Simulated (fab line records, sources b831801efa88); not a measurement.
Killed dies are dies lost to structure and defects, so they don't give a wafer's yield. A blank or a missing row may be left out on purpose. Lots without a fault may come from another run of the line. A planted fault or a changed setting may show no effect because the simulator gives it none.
One fault seen from 2 desks | flow sky130 | each desk has only its own numbers; what lay behind them comes last

THE METROLOGY DESK
What the gauges read, lot by lot, whatever tool the lot ran on: means of the sampled wafers that have a number. A lot is out of limits, marked OUT, if its mean lies more than 4 standard deviations from the usual mean; the brackets give that distance.
Columns: A = PWDE_TW at SKY_PWDE_TW_MEAS_10, usual 376; B = NWELL_00_OVL at SKY_NWELL_OVL_MEAS_10, usual 1.5 nm
lot  | first seen here | A   | B
L910 | day 4 09:13     | 382 | 1.0
L914 | day 5 03:09     | 371 | 3.0
L916 | day 5 13:16     | 379 | 0.7
L927 | day 8 05:18     | 376 | 0.7
L929 | day 8 19:14     | 373 | 0.6
L930 | day 9 00:57     | 374 | 0.8
This desk's finding: nothing out of limits on any of the 6 lots.

THE TOOL OWNER'S DESK: implanter-02
The tool's own readings at SKY_NWELL_IMPLANT_12: means of the sampled wafers that have a number, for each lot that ran on this tool. A lot is out of limits, marked OUT, if its mean lies more than 4 standard deviations from the usual mean; the brackets give that distance.
Columns: A = beam_energy_keV at SKY_NWELL_IMPLANT_12, usual 120.00
lot  | first seen here | A
L910 | day 5 02:37     | 120.01
L914 | day 5 21:06     | 130.51 (+99 or more) OUT
L916 | day 6 07:49     | 130.46 (+99 or more) OUT
L930 | day 9 23:15     | 119.97
This desk's finding: out of limits on L914, L916; first on L914, day 5 21:06 (beam_energy_keV at SKY_NWELL_IMPLANT_12). In limits: L910, L930.

PUT TOGETHER
The tool owner's desk could have raised an alarm at day 5 21:06, on L914, L916.
The metrology desk saw nothing out of limits.
The metrology desk has L914, L916 on record, within its limits.
Of the lots named, all ran SKY_NWELL_IMPLANT_12 on implanter-02.

WHAT THE SIMULATOR HAD PUT IN
Process parameter drift: implanter-02, from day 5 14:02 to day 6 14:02, at SKY_NWELL_IMPLANT_12. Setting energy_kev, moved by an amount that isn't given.
Lots struck among those shown: L914, L916.
Hours from the fault's start to each desk's first reading out of limits: the tool owner's desk, 7.
